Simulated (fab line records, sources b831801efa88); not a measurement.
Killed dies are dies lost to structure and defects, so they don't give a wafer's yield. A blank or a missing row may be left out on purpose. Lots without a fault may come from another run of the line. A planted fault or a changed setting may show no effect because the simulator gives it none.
Chamber matching | flow sky130 | SKY_CONTACT_ETCH_17 on rie_diel-01: 4 sister chambers
The step etches SiO2 in C4F8/O2/Ar, stops on Si3N4, target depth 340 nm. 4 wafers are shown with their chamber, then 7 later ones without.

WAFERS WITH THEIR CHAMBER
wafer  | chamber | rf_fwd_power_W (W)
L929.6 | 1       | 1491
L930.6 | 2       | 1485
L932.2 | 3       | 1499
L932.4 | 0       | 1488

WAFERS WITHOUT THEIR CHAMBER
wafer  | rf_fwd_power_W (W)
L932.6 | 1483
L941.1 | 1489
L941.3 | 1487
L941.4 | 1479
L945.4 | 1489
L945.5 | 1491
L945.6 | 1494

WHICH CHAMBER EACH WENT THROUGH
wafer  | from the rows above          | in truth
L932.6 | can't be placed: 2 or 0      | 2
L941.1 | can't be placed: 0 or 1 or 2 | 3
L941.3 | can't be placed: 0 or 2 or 1 | 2
L941.4 | can't be placed: 2 or 0      | 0
L945.4 | can't be placed: 0 or 1 or 2 | 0
L945.5 | can't be placed: 1 or 0      | 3
L945.6 | can't be placed: 1 or 3 or 0 | 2
Placed correctly: 0 of 7. Can't be placed from these rows: 7 (the true chamber is among the candidates in 4). Placed wrongly: 0.
How it was worked out, from the rows above alone: a wafer's distance from a chamber is the root of the sum, over the readings, of the square of ((its reading less the chamber's mean) divided by the reading's scatter). The wafer belongs to the nearest chamber; if the next one is less than 2 further off, it can't be placed. A chamber's mean is the mean of its shown wafers. The scatter: with one shown wafer a chamber, the root of the mean of the squares of how far each hidden wafer lies from its nearest shown one.
